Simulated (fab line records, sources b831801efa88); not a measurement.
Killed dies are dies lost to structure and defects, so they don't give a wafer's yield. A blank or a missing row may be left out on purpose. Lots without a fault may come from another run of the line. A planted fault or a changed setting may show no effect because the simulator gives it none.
Which tool did it? | flow gf180mcu | 6 lots, 18 wafers sampled, at 2 steps of a route of 602

WHAT THE GAUGES READ, wafer by wafer
GF_STI_THK_MEAS_24.
lot  | measured    | on            | STI_CVD_23_THK (nm)
L919 | day 2 10:23 | film_metro-02 | 642 641 645
L922 | day 3 00:15 | film_metro-01 | 643 644 644
L924 | day 3 09:29 | film_metro-02 | 650 651 654
L931 | day 4 23:02 | film_metro-03 | 644 640 651
L933 | day 5 08:30 | film_metro-02 | 652 646 646
L938 | day 6 09:56 | film_metro-02 | 642 649 645

WHICH TOOL RAN EACH LOT (tool, then ch and the chambers of the sampled wafers, then the start)
lot  | GF_STI_CVD_23
L919 | hdpcvd-01 ch 0,1, day 2 10:17
L922 | hdpcvd-01 ch 1,2, day 3 00:11
L924 | hdpcvd-01 ch 0,1,2, day 3 09:23
L931 | hdpcvd-01 ch 0,2, day 4 22:57
L933 | hdpcvd-02 ch 1,2, day 5 08:26
L938 | hdpcvd-02 ch 0,1,2, day 6 09:52
- GF_STI_CVD_23: deposits SiO2, target thk 650 nm, time 108.3 s.

THE ANSWER, worked out from the rows above alone
Rule: what is usual is taken from the lots themselves. Put in order of their means at a reading, lots are off if they are a third of the lots or fewer, leave a main group of 4 or more, and stand apart from it by a gap of 3 or more times the standard deviation of the main group's means; of several such gaps the widest counts. A main group whose means are all the same, to the digits that the tables above print for the reading, isn't used. A lot without any number at a reading at which 4 lots or more have one is off too. The other lots that the step has rows for count as sound.
No lot is off at any reading shown: from this, nothing can be told.

WHAT THE SIMULATOR HAD PUT IN
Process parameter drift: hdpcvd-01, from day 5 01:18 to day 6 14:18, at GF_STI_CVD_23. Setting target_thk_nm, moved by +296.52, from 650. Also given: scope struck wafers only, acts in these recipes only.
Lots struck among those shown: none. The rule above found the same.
